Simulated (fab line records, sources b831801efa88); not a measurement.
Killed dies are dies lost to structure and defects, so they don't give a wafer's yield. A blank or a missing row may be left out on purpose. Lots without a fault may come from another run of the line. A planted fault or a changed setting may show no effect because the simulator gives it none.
fab line records | flow gf180mcu | part 2 of 2: steps 24 to 31 of 31
record lots=5 wafers=15 last_day=33
route steps=602 shown M3@412 V3@429
lots that met no fault: from a run of the same line without faults
start_h: hours from the record's first day to the start of the lot's first wafer shown | wait_h: hours since the lot's step before | " the same as in the row above | L1.1+2: a row that stands for several wafers | - no value, or no start given | * or withheld: withheld | < > ~ a bound
route shown NAME@n: a module of which the file shows steps, and the number in the route of the first | usual: mean/standard deviation of fault-free wafers | same: alike in all rows | chamber/n: place in a boat | sites: the reading at each site | _std_site: their standard deviation | _edge_site: outer sites' mean less inner sites' | radius_mm: how far each site lies from the wafer's centre | mask NAME#n: copy n | behind: the tool/chamber that last shaped the wafer | hold: why the lot was held/for how many hours/how that ended | device: the transistor (n, p or np) that didn't switch | end of line: the same wafers' tests at the end of the route | a step without rows: its recipe alone | killed: dies lost to structure and defects at the first sort, not the wafer's yield | map: a wafer's dies, x killed, . not, _ none there
set.NAME: the setting as run; set.NAME@STEP: as run at that earlier step | model.NAME: the simulator's own value behind a step, which no gauge read
lots at some steps of the route; a table a step, a row a wafer
services: from which hour (start_h, from the record's first day; less than 0 if before it) a tool's chamber was out of use, for how many hours, and why
## steps
# step GF_V3_DEHYDRATE_06
# recipe temp_c=200 time_s=60
# usual exhaust_pa=45.0/0.83 resist_line_temp_C=23.00/0.092
# columns lot.wafer tool chamber start_h wait_h exhaust_pa resist_line_temp_C
L074.1 litho_track-03 0 497.53 11.4 44.2 23.14
L074.3 " 0 " " 44.9 22.89
L074.4 " 0 " " 43.7 23.01
L078.1 litho_track-03 0 538.83 10.5 45.5 23.05
L078.3 " 0 " " 45.1 23.06
L078.4 " 0 " " 45.8 22.99
L080.1 litho_track-01 0 554.66 10.0 44.3 23.02
L080.5 " 0 " " 44.8 22.95
L080.6 " 0 " " 44.6 23.09
L085.1 litho_track-03 0 591.18 10.2 43.6 22.94
L085.2 " 0 " " 44.9 23.01
L085.5 " 0 " " 44.0 23.05
L091.1 litho_track-04 0 638.88 9.7 44.1 23.18
L091.3 " 0 " " 43.8 23.03
L091.5 " 0 " " 45.1 23.04
# step GF_V3_HMDS_07
# recipe prime_time_s=60 prime_temp_c=120
# usual exhaust_pa=45.2/0.97 resist_line_temp_C=22.99/0.12
# columns lot.wafer tool chamber start_h wait_h exhaust_pa resist_line_temp_C
L074.1 litho_track-03 0 497.68 0.1 46.0 22.77
L074.3 " 0 " " 46.9 22.86
L074.4 " 0 " " 46.0 22.91
L078.1 litho_track-03 0 538.98 0.1 45.9 22.79
L078.3 " 0 " " 45.9 22.99
L078.4 " 0 " " 44.3 22.94
L080.1 litho_track-01 0 554.81 0.1 44.6 22.98
L080.5 " 0 " " 43.9 23.13
L080.6 " 0 " " 45.0 23.18
L085.1 litho_track-03 0 591.33 0.1 43.6 23.01
L085.2 " 0 " " 44.3 22.91
L085.5 " 0 " " 45.9 23.03
L091.1 litho_track-04 0 639.03 0.1 45.6 23.03
L091.3 " 0 " " 46.1 23.12
L091.5 " 0 " " 45.8 23.12
# step GF_V3_COAT_08
# recipe resist=BARC temp_c=withheld time_s=withheld spin_rpm=withheld resist_thk_nm=withheld
# usual exhaust_pa=45.1/0.93 resist_line_temp_C=*
# columns lot.wafer tool chamber start_h wait_h exhaust_pa resist_line_temp_C
L074.1 litho_track-03 0 497.83 0.1 43.5 *
L074.3 " 0 " " 44.7 *
L074.4 " 0 " " 44.4 *
L078.1 litho_track-03 0 539.13 0.1 44.9 *
L078.3 " 0 " " 44.1 *
L078.4 " 0 " " 45.0 *
L080.1 litho_track-01 0 554.96 0.1 45.2 *
L080.5 " 0 " " 45.4 *
L080.6 " 0 " " 45.7 *
L085.1 litho_track-03 0 591.48 0.1 45.9 *
L085.2 " 0 " " 45.8 *
L085.5 " 0 " " 45.4 *
L091.1 litho_track-04 0 639.18 0.1 45.1 *
L091.3 " 0 " " 46.2 *
L091.5 " 0 " " 44.3 *
# step GF_V3_COAT_09
# recipe resist=KrF spin_rpm=withheld resist_thk_nm=1000
# usual exhaust_pa=45.1/0.87 resist_line_temp_C=22.97/0.13
# columns lot.wafer tool chamber start_h wait_h exhaust_pa resist_line_temp_C
L074.1 litho_track-03 0 - - 44.6 23.00
L074.3 " 0 " " 45.0 22.97
L074.4 " 0 " " 44.3 23.02
L078.1 litho_track-03 0 - - 44.4 22.97
L078.3 " 0 " " 44.3 23.19
L078.4 " 0 " " 44.3 23.10
L080.1 litho_track-01 0 - - 46.5 22.98
L080.5 " 0 " " 45.8 23.07
L080.6 " 0 " " 46.2 23.03
L085.1 litho_track-03 0 - - 43.3 23.14
L085.2 " 0 " " 44.6 22.97
L085.5 " 0 " " 43.8 23.03
L091.1 litho_track-04 0 - - 44.7 23.02
L091.3 " 0 " " 46.4 23.08
L091.5 " 0 " " 46.5 22.96
# step GF_V3_SOFTBAKE_10
# recipe temp_c=130 time_s=60 resist=KrF
# usual exhaust_pa=45.1/0.93 resist_line_temp_C=23.01/0.11
# columns lot.wafer tool chamber start_h wait_h exhaust_pa resist_line_temp_C
L074.1 litho_track-03 0 - - 47.6 23.03
L074.3 " 0 " " 47.4 23.16
L074.4 " 0 " " 45.2 23.09
L078.1 litho_track-03 0 - - 43.9 22.86
L078.3 " 0 " " 45.4 22.84
L078.4 " 0 " " 45.3 22.96
L080.1 litho_track-01 0 - - 45.5 22.91
L080.5 " 0 " " 46.0 23.07
L080.6 " 0 " " 44.8 22.80
L085.1 litho_track-03 0 - - 45.7 22.84
L085.2 " 0 " " 46.0 22.94
L085.5 " 0 " " 44.9 22.89
L091.1 litho_track-04 0 - - 44.9 23.15
L091.3 " 0 " " 45.1 23.12
L091.5 " 0 " " 44.7 23.04
# step GF_V3_EXPOSE_11
# recipe mask_id=Via3 target_cd_nm=260 na=0.68 source_shape=conventional sigma_outer=0.6 dose_mj=38
# usual exposure_dose_mJ_cm2=38.28/0.2 focus_offset_nm=0.0/0.53 reticle_temp_C=22.99/0.11
# same na=0.68
# columns lot.wafer tool chamber start_h wait_h mask exposure_dose_mJ_cm2 focus_offset_nm reticle_temp_C
L074.1 krf_scanner-02 0 - - Via3#0 38.45 -0.8 22.88
L074.3 " 0 " " Via3#0 38.38 0.5 22.92
L074.4 " 0 " " Via3#0 38.40 0.0 22.91
L078.1 krf_scanner-02 0 - - Via3#0 38.37 0.1 23.11
L078.3 " 0 " " Via3#0 38.47 1.1 23.19
L078.4 " 0 " " Via3#0 38.38 1.2 23.14
L080.1 krf_scanner-02 0 - - Via3#0 38.32 0.4 23.01
L080.5 " 0 " " Via3#0 38.35 0.0 22.94
L080.6 " 0 " " Via3#0 38.37 0.4 22.96
L085.1 krf_scanner-02 0 - - Via3#0 38.41 -0.5 22.95
L085.2 " 0 " " Via3#0 38.39 0.0 23.12
L085.5 " 0 " " Via3#0 38.32 0.2 23.09
L091.1 krf_scanner-01 0 - - Via3#0 38.00 -0.1 23.05
L091.3 " 0 " " Via3#0 38.00 -0.9 23.07
L091.5 " 0 " " Via3#0 37.99 -1.0 23.04
# step GF_V3_PEB_12
# recipe peb_temp_c=135 peb_time_s=90 resist=KrF
# usual exhaust_pa=45.0/0.82 resist_line_temp_C=23.00/0.09
# columns lot.wafer tool chamber start_h wait_h exhaust_pa resist_line_temp_C
L074.1 litho_track-01 0 - - 45.6 22.86
L074.3 " 0 " " 45.0 23.02
L074.4 " 0 " " 45.3 22.95
L078.1 litho_track-03 0 - - 44.4 23.06
L078.3 " 0 " " 45.0 23.02
L078.4 " 0 " " 44.9 23.19
L080.1 litho_track-01 0 - - 45.8 22.99
L080.5 " 0 " " 45.5 22.98
L080.6 " 0 " " 45.8 22.99
L085.1 litho_track-03 0 - - 44.0 22.92
L085.2 " 0 " " 45.4 23.04
L085.5 " 0 " " 43.8 22.90
L091.1 litho_track-01 0 - - 45.0 22.88
L091.3 " 0 " " 43.3 23.08
L091.5 " 0 " " 44.7 22.93
# step GF_V3_DEVELOP_13
# recipe develop_time_s=60 resist=KrF dev_temp_c=21
# usual exhaust_pa=44.9/0.99 resist_line_temp_C=23.00/0.1
# columns lot.wafer tool chamber start_h wait_h exhaust_pa resist_line_temp_C
L074.1 litho_track-01 0 509.96 0.2 43.8 23.13
L074.3 " 0 " " 43.0 23.01
L074.4 " 0 " " 44.6 23.07
L078.1 litho_track-03 0 550.13 0.2 45.8 23.06
L078.3 " 0 " " 45.4 22.95
L078.4 " 0 " " 46.6 23.03
L080.1 litho_track-01 0 566.46 0.2 44.8 23.05
L080.5 " 0 " " 44.4 23.15
L080.6 " 0 " " 43.6 23.11
L085.1 litho_track-03 0 601.58 0.2 43.0 23.07
L085.2 " 0 " " 42.6 22.88
L085.5 " 0 " " 43.3 22.99
L091.1 litho_track-01 0 649.01 0.2 44.8 22.92
L091.3 " 0 " " 44.7 23.13
L091.5 " 0 " " 45.0 22.99
## services
# columns tool chamber start_h hours kind
pvd_sputter-04 - 437.01 2.5 repair
pvd_sputter-02 - 437.82 2.0 repair
krf_scanner-01 - 449.51 4.0 pm
krf_scanner-02 - 459.15 1.0 pm
krf_scanner-01 - 480.38 1.3 pm
cmp-01 - 484.18 2.5 repair
cmp-01 - 489.83 3.4 repair
krf_scanner-02 - 500.96 0.4 repair
plasma_asher-02 - 522.36 0.6 repair
krf_scanner-02 - 525.84 1.3 pm
hdpcvd-02 - 529.77 0.5 repair
pecvd-01 - 537.42 2.8 pm
hdpcvd-02 - 539.25 15.0 pm
cmp-01 - 554.27 1.6 repair
cmp-01 - 560.98 0.4 repair
hdpcvd-02 - 563.08 5.5 pm
krf_scanner-01 - 580.58 1.0 pm
wet_bench-03 - 592.61 20.6 pm
krf_scanner-02 - 596.00 0.8 pm
krf_scanner-01 - 599.77 0.8 pm
krf_scanner-02 - 604.17 1.4 repair
krf_scanner-02 - 606.62 1.3 repair
krf_scanner-02 - 628.15 1.0 pm
krf_scanner-02 - 645.23 4.4 pm
